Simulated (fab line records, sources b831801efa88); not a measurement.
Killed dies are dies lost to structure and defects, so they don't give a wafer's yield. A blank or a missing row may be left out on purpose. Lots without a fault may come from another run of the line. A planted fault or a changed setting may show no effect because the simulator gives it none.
Which tool did it? | flow gf180mcu | 6 lots, 18 wafers sampled, at 3 steps of a route of 602

WHAT THE GAUGES READ, wafer by wafer
GF_HV_LDD_TW_MEAS_38.
lot  | measured     | on            | HV_LDD_3_TW
L339 | day 12 05:14 | film_metro-04 | 1439 1438 1443
L342 | day 13 07:22 | film_metro-02 | 1445 1450 1449
L345 | day 13 22:30 | film_metro-04 | 1444 1443 1443
L349 | day 15 10:40 | film_metro-01 | 1343 1340 1340
L356 | day 18 05:16 | film_metro-02 | 1447 1452 1448
L359 | day 18 20:20 | film_metro-01 | 1456 1450 1458

WHICH TOOL RAN EACH LOT (tool, then ch and the chambers of the sampled wafers, then the start)
lot  | GF_HV_LDD_STRIP_10                   | GF_HV_LDD_IMPLANT_34
L339 | plasma_asher-03 ch 0,1, day 10 15:21 | implanter-02 ch 0, day 12 04:41
L342 | plasma_asher-04 ch 0,1, day 11 15:08 | implanter-01 ch 0, day 13 06:50
L345 | plasma_asher-01 ch 0,1, day 12 04:59 | implanter-04 ch 0, day 13 21:58
L349 | plasma_asher-01 ch 0,1, day 13 16:07 | implanter-02 ch 0, day 15 10:08
L356 | plasma_asher-01 ch 0,1, day 16 06:01 | implanter-01 ch 0, day 18 04:44
L359 | plasma_asher-01 ch 0, day 16 20:44   | implanter-04 ch 0, day 18 19:49
- GF_HV_LDD_STRIP_10: strips in O2/N2.
- GF_HV_LDD_IMPLANT_34

THE ANSWER, worked out from the rows above alone
Rule: what is usual is taken from the lots themselves. Put in order of their means at a reading, lots are off if they are a third of the lots or fewer, leave a main group of 4 or more, and stand apart from it by a gap of 3 or more times the standard deviation of the main group's means; of several such gaps the widest counts. A main group whose means are all the same, to the digits that the tables above print for the reading, isn't used. A lot without any number at a reading at which 4 lots or more have one is off too. The other lots that the step has rows for count as sound.
Off: L349, at GF_HV_LDD_TW_MEAS_38 (HV_LDD_3_TW). The main group: mean 1447, standard deviation 5.
A tool fits if, at a process step before that reading, it ran every lot that is off, and no sound lot after the first of them. The gauges at GF_HV_LDD_TW_MEAS_38 are tried like those tools. One fits: implanter-02 at GF_HV_LDD_IMPLANT_34. Its last sound lot is L339 (day 12 04:41), its first lot that is off L349 (day 15 10:08): a fault that began between those two fits.

WHAT THE SIMULATOR HAD PUT IN
Process parameter drift: implanter-02, from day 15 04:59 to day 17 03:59, at GF_HV_LDD_IMPLANT_34. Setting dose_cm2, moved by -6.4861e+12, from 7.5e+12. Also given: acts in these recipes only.
Lots struck among those shown: L349. The rule above found the same.
